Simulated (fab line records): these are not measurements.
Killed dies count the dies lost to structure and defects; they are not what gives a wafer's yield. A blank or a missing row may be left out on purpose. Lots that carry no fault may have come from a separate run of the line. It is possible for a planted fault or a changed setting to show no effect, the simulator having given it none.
Which of the tools did it? ; flow sky130 ; 11 lots, 33 wafers sampled, at 4 steps of a route of 708

## WHAT THE GAUGES READ, wafer by wafer
SKY_SD_P_CD_MEAS_07: the cd target is 380 nm.
lot;measured;on;cd_nm (nm)
L492;day 25 02:56;cd_sem-02;379 378 378
L493;day 26 05:50;cd_sem-01;384 384 384
L494;day 26 22:39;cd_sem-01;383 382 384
L496;day 28 09:05;cd_sem-02;382 379 379
L500;day 29 05:34;cd_sem-01;374 373 374
L498;day 29 02:02;cd_sem-01;382 382 383
L501;day 29 05:52;cd_sem-02;380 379 379
L503;day 30 13:05;cd_sem-02;382 381 384
L506;day 31 13:34;cd_sem-02;- - -
L509;day 31 23:52;cd_sem-01;375 375 375
L511;day 32 11:22;cd_sem-02;378 376 379

## TOOL THAT RAN EACH LOT (tool first, then ch and the chambers of the sampled wafers, then the start)
lot;SKY_LDD_LDN_STRIP_12;SKY_POLY_CUT_ETCH_11;SKY_SD_P_EXPOSE_04
L492;plasma_asher-03 ch 0,1, day 22 13:20;rie_diel-03 ch 0,2, day 23 21:50;iline_stepper-01 ch 0, day 24 12:59
L493;plasma_asher-01 ch 0,1, day 23 17:22;rie_diel-03 ch 0,1,3, day 25 00:50;iline_stepper-02 ch 0, day 25 14:59
L494;plasma_asher-01 ch 0,1, day 24 10:35;rie_diel-03 ch 0,2,3, day 25 18:20;iline_stepper-02 ch 0, day 26 08:59
L496;plasma_asher-03 ch 0,1, day 25 21:32;rie_diel-02 ch 0,1,3, day 27 04:44;iline_stepper-01 ch 0, day 27 19:43
L500;plasma_asher-02 ch 0,1, day 26 17:50;rie_diel-04 ch 0,1, day 28 01:11;iline_stepper-01 ch 0, day 28 15:52
L498;plasma_asher-03 ch 0,1, day 26 15:55;rie_diel-04 ch 2,3, day 27 21:56;iline_stepper-01 ch 0, day 28 12:28
L501;plasma_asher-01 ch 0,1, day 26 18:25;rie_diel-02 ch 0,1,3, day 28 01:35;iline_stepper-01 ch 0, day 28 15:59
L503;plasma_asher-03 ch 0,1, day 28 02:47;rie_diel-03 ch 0,1,2, day 29 09:53;iline_stepper-01 ch 0, day 30 00:11
L506;plasma_asher-01 ch 0,1, day 29 04:14;rie_diel-04 ch 0,1,3, day 30 09:41;iline_stepper-02 ch 0, day 31 00:13
L509;plasma_asher-03 ch 0,1, day 29 14:38;rie_diel-04 ch 0,1,3, day 30 20:35;iline_stepper-01 ch 0, day 31 10:23
L511;plasma_asher-03 ch 0,1, day 30 01:34;rie_diel-03 ch 1,2, day 31 08:32;iline_stepper-01 ch 0, day 31 21:50
- SKY_LDD_LDN_STRIP_12: strips in O2/N2.
- SKY_POLY_CUT_ETCH_11: etches Si3N4 in CF4/CH2F2/Ar, stops on poly-Si, time 42.5 s, target depth 60 nm.
- SKY_SD_P_EXPOSE_04: exposes mask PSDM, target cd 380 nm.

## THE ANSWER, worked out from the rows above alone
Rule: the lots themselves supply what counts as usual. Put in order of their means at a reading, lots are off if they are a third of the lots or fewer, leave a main group of 4 or more, and stand apart from it by a gap of 3 or more times the standard deviation of the main group's means; of several such gaps the widest counts. A main group whose means are all the same, to the digits that the tables above print for the reading, isn't used. Also off: a lot with no number at a reading for which 4 or more lots have one. Any other lot the step has rows for is counted as sound.
Off: L506, at SKY_SD_P_CD_MEAS_07 (cd_nm). Without a number there: L506. Mean 380 nm and standard deviation 3.3 in the main group.
If a tool, at a process step before that reading, ran all the lots that are off and no sound lot after the first of them, it fits. The gauges at SKY_SD_P_CD_MEAS_07 are tried like those tools. 2 tools fit, plasma_asher-01 at SKY_LDD_LDN_STRIP_12 and iline_stepper-02 at SKY_SD_P_EXPOSE_04, so this cannot tell which one it is.

## WHAT THE SIMULATOR HAD INSERTED
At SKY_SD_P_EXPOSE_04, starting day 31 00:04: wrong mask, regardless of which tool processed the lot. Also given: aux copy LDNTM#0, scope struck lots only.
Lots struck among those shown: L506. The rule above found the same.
